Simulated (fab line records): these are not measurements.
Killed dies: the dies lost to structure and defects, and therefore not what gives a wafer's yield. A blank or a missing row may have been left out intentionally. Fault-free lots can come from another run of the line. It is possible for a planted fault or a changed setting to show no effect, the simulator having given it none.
A struck lot beside a sound one / flow gf180mcu / 14 steps out of a route of 602
Sound: wafers L189.1, L189.3, L189.5. Struck: wafers L203.1, L203.3, L203.6. Last of all comes the cause.
Each step with rows lists, per side, the tool, then ch with its chambers, then its first start. Under that, the readings that differ: sound wafers / struck wafers / difference of the means / sigmas: that difference in standard deviations of wafers without a fault.
alike: same words and numbers on both sides, and readings whose means sit less than 2 such deviations apart. not compared: any withheld reading, any reading some wafer has no value for, any bound like >300 that may hide the same value, and any number with overlapping values for which the record gives no deviation.
A row with sigmas, a row that says differs or no value, or rows on one side alone: a step with any of these is where the two part. When numbers do not overlap yet have no deviation, they are printed without sigmas and do not part them. A reading that every wafer of one side lacks parts them only if that side has two wafers or more.

first, 2 steps without rows for these wafers: GF_M3_CLEAN_19 (cleans in DIW); GF_V3_CVD_00 (deposits SiO2, target thk 600 nm, time 100 s).
GF_V3_THK_MEAS_01:
  sound on film-metro-02 at day 21 10:23; struck on film-metro-02 at day 26 03:41
  alike: V3_CVD_00_THK
GF_V3_CVD_02: deposits SiO2 from TEOS, target thk 850 nm, time 94.851 s.
  sound on pecvd-02 ch 0,2, day 21 10:26; struck on pecvd-01 ch 0,1,2, day 26 03:44
  alike: heater-power-w
GF_V3_THK_MEAS_03:
  sound on film-metro-04 at day 21 10:31; struck on film-metro-04 at day 26 03:49
  alike: V3_CVD_02_THK
GF_V3_CMP_04: polishes SiO2.
  sound on cmp-02 ch 0,2,3, day 21 10:37; struck on cmp-01 ch 0,1,3, day 26 03:58
  alike: motor-current-A, retaining-ring-pressure-frac, time-to-endpoint-s
GF_V3_BOW_MEAS_05:
  sound on film-metro-04 at day 21 10:52; struck on film-metro-01 at day 26 04:10
  alike: V3_BOW
then, 5 steps without rows for these wafers: GF_V3_DEHYDRATE_06 (time 60 s); GF_V3_HMDS_07 (prime time 60 s); GF_V3_COAT_08; GF_V3_COAT_09 (resist thk 1019 nm); GF_V3_SOFTBAKE_10 (time 60 s).
GF_V3_EXPOSE_11: exposes mask Via3, target cd 260 nm.
  struck on krf-scanner-01, day 26 15:24; sound on krf-scanner-01 ch 0, day 21 22:20
  no value came back on the struck wafers for exposure-dose-mJ-cm2, focus-offset-nm (nm), na; on the sound wafers exposure-dose-mJ-cm2 reads 38.08 38.12 38.22
  alike: mask
then, 1 step without rows for these wafers: GF_V3_PEB_12 (peb time 90 s).

== WHERE THEY PART ==
GF_V3_EXPOSE_11 only, going by this record.

WHY: what had been put in by the simulator
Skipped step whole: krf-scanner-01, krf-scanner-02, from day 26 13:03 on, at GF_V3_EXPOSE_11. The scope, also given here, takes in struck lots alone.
